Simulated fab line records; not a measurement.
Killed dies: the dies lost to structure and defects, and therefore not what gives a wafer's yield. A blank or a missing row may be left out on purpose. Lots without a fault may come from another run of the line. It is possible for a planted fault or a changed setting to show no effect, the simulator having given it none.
What tool caused it? -- flow sky130 -- route of 708 steps, sampled at 1 step: 7 lots, 21 wafers

WHAT THE GAUGES READ, wafer by wafer
SKY_POLY_GATE_THK_MEAS_01.
lot,measured,on,POLY_GATE_CVD_00_THK (nm)
L618,day 14 14:42,film-metro-03,181.3 180.2 181.1
L620,day 15 10:41,film-metro-02,177.0 177.8 178.6
L622,day 16 01:49,film-metro-03,178.2 178.2 178.1
L623,day 16 13:50,film-metro-01,179.6 180.8 180.5
L633,day 20 14:43,film-metro-01,180.6 180.3 180.8
L635,day 21 01:02,film-metro-03,180.9 182.1 182.1
L637,day 21 15:20,film-metro-01,179.4 179.3 179.8

WHAT TOOL EACH LOT RAN ON (gives the tool, then ch and the chambers of the sampled wafers, and finally the start)
Record: no process step prior to these readings.

THE ANSWER, worked out from the rows above alone
Rule: the lots themselves supply what counts as usual. Put in order of their means at a reading, lots are off if they are a third of the lots or fewer, leave a main group of 4 or more, and stand apart from it by a gap of 3 or more times the standard deviation of the main group's means; of several such gaps the widest counts. A main group is skipped when, at the precision printed for the reading in the tables above, its means are all equal. Also off: a lot with no number at a reading for which 4 or more lots have one. All remaining lots with rows at the step are treated as sound.
Nothing can be told from this: no lot is off at any reading shown.

WHAT HAD BEEN PUT IN BY THE SIMULATOR
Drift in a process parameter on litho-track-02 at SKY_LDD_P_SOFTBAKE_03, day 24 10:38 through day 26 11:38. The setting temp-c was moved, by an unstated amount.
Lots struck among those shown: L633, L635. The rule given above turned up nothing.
